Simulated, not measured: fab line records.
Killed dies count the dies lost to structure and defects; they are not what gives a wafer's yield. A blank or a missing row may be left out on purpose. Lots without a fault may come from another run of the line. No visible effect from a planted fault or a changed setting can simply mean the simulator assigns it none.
Which tool is to blame? || flow sky130 || 33 wafers from 11 lots sampled at 2 of the route's 708 steps

== WHAT THE GAUGES READ, wafer by wafer ==
SKY_GATE_OXIDE_THK_MEAS_02.
{"lot": "L536", "measured": "day 12 21:19", "on": "film-metro-03", "GATE_OXIDE_OXIDATION_00_THK (nm)": "10.12 10.23 10.26"}
{"lot": "L541", "measured": "day 14 10:24", "on": "film-metro-03", "GATE_OXIDE_OXIDATION_00_THK (nm)": "10.37 10.14 10.17"}
{"lot": "L542", "measured": "day 14 17:52", "on": "film-metro-03", "GATE_OXIDE_OXIDATION_00_THK (nm)": "10.24 10.11 10.11"}
{"lot": "L543", "measured": "day 15 00:13", "on": "film-metro-03", "GATE_OXIDE_OXIDATION_00_THK (nm)": "10.23 10.24 10.13"}
{"lot": "L544", "measured": "day 15 09:43", "on": "film-metro-03", "GATE_OXIDE_OXIDATION_00_THK (nm)": "10.17 10.12 10.23"}
{"lot": "L545", "measured": "day 15 21:18", "on": "film-metro-04", "GATE_OXIDE_OXIDATION_00_THK (nm)": "10.07 10.11 10.01"}
{"lot": "L546", "measured": "day 16 07:13", "on": "film-metro-04", "GATE_OXIDE_OXIDATION_00_THK (nm)": "10.42 10.40 10.37"}
{"lot": "L551", "measured": "day 17 20:37", "on": "film-metro-03", "GATE_OXIDE_OXIDATION_00_THK (nm)": "9.26 9.23 9.37"}
{"lot": "L552", "measured": "day 18 08:41", "on": "film-metro-02", "GATE_OXIDE_OXIDATION_00_THK (nm)": "9.59 9.48 9.42"}
{"lot": "L557", "measured": "day 20 01:46", "on": "film-metro-02", "GATE_OXIDE_OXIDATION_00_THK (nm)": "10.13 10.17 10.33"}
{"lot": "L559", "measured": "day 20 17:30", "on": "film-metro-02", "GATE_OXIDE_OXIDATION_00_THK (nm)": "10.24 10.24 10.01"}

== TOOL THAT RAN EACH LOT (tool first, then ch and the chambers of the sampled wafers, then the start) ==
{"lot": "L536", "SKY_GATE_OXIDE_OXIDATION_01": "furnace-02 ch 0, day 12 19:53"}
{"lot": "L541", "SKY_GATE_OXIDE_OXIDATION_01": "furnace-02 ch 0, day 14 08:59"}
{"lot": "L542", "SKY_GATE_OXIDE_OXIDATION_01": "furnace-01 ch 0, day 14 16:26"}
{"lot": "L543", "SKY_GATE_OXIDE_OXIDATION_01": "furnace-01 ch 0, day 14 22:48"}
{"lot": "L544", "SKY_GATE_OXIDE_OXIDATION_01": "furnace-01 ch 0, day 15 08:17"}
{"lot": "L545", "SKY_GATE_OXIDE_OXIDATION_01": "furnace-02 ch 0, day 15 19:53"}
{"lot": "L546", "SKY_GATE_OXIDE_OXIDATION_01": "furnace-01 ch 0, day 16 05:48"}
{"lot": "L551", "SKY_GATE_OXIDE_OXIDATION_01": "furnace-01 ch 0, day 17 19:11"}
{"lot": "L552", "SKY_GATE_OXIDE_OXIDATION_01": "furnace-01 ch 0, day 18 07:17"}
{"lot": "L557", "SKY_GATE_OXIDE_OXIDATION_01": "furnace-02 ch 0, day 20 00:21"}
{"lot": "L559", "SKY_GATE_OXIDE_OXIDATION_01": "furnace-02 ch 0, day 20 16:06"}
- SKY_GATE_OXIDE_OXIDATION_01: stabilise 600 s, purge 300 s, target thk 10.268 nm.

== THE ANSWER, worked out from the rows above alone ==
Rule: the lots themselves supply what counts as usual. Put in order of their means at a reading, lots are off if they are a third of the lots or fewer, leave a main group of 4 or more, and stand apart from it by a gap of 3 or more times the standard deviation of the main group's means; of several such gaps the widest counts. A main group whose means are all the same, to the digits that the tables above print for the reading, isn't used. A lot without any number at a reading at which 4 lots or more have one is off too. The other lots that the step has rows for count as sound.
Off: L551, L552, seen at SKY_GATE_OXIDE_THK_MEAS_02 (GATE_OXIDE_OXIDATION_00_THK). For the main group the mean is 10.20 nm and the standard deviation 0.083.
If a tool, at a process step before that reading, ran all the lots that are off and no sound lot after the first of them, it fits. The gauges at SKY_GATE_OXIDE_THK_MEAS_02 are tried like those tools. One fits: furnace-01 at SKY_GATE_OXIDE_OXIDATION_01. A fault onset in the window from L546 (day 16 05:48, its last sound lot) to L551 (day 17 19:11, its first lot off) fits.

== WHAT WAS PUT IN BY THE SIMULATOR ==
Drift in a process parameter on furnace-01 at SKY_GATE_OXIDE_OXIDATION_01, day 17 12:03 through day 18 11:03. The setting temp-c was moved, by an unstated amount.
Lots struck among those shown: L551, L552. The same result came from the rule above.
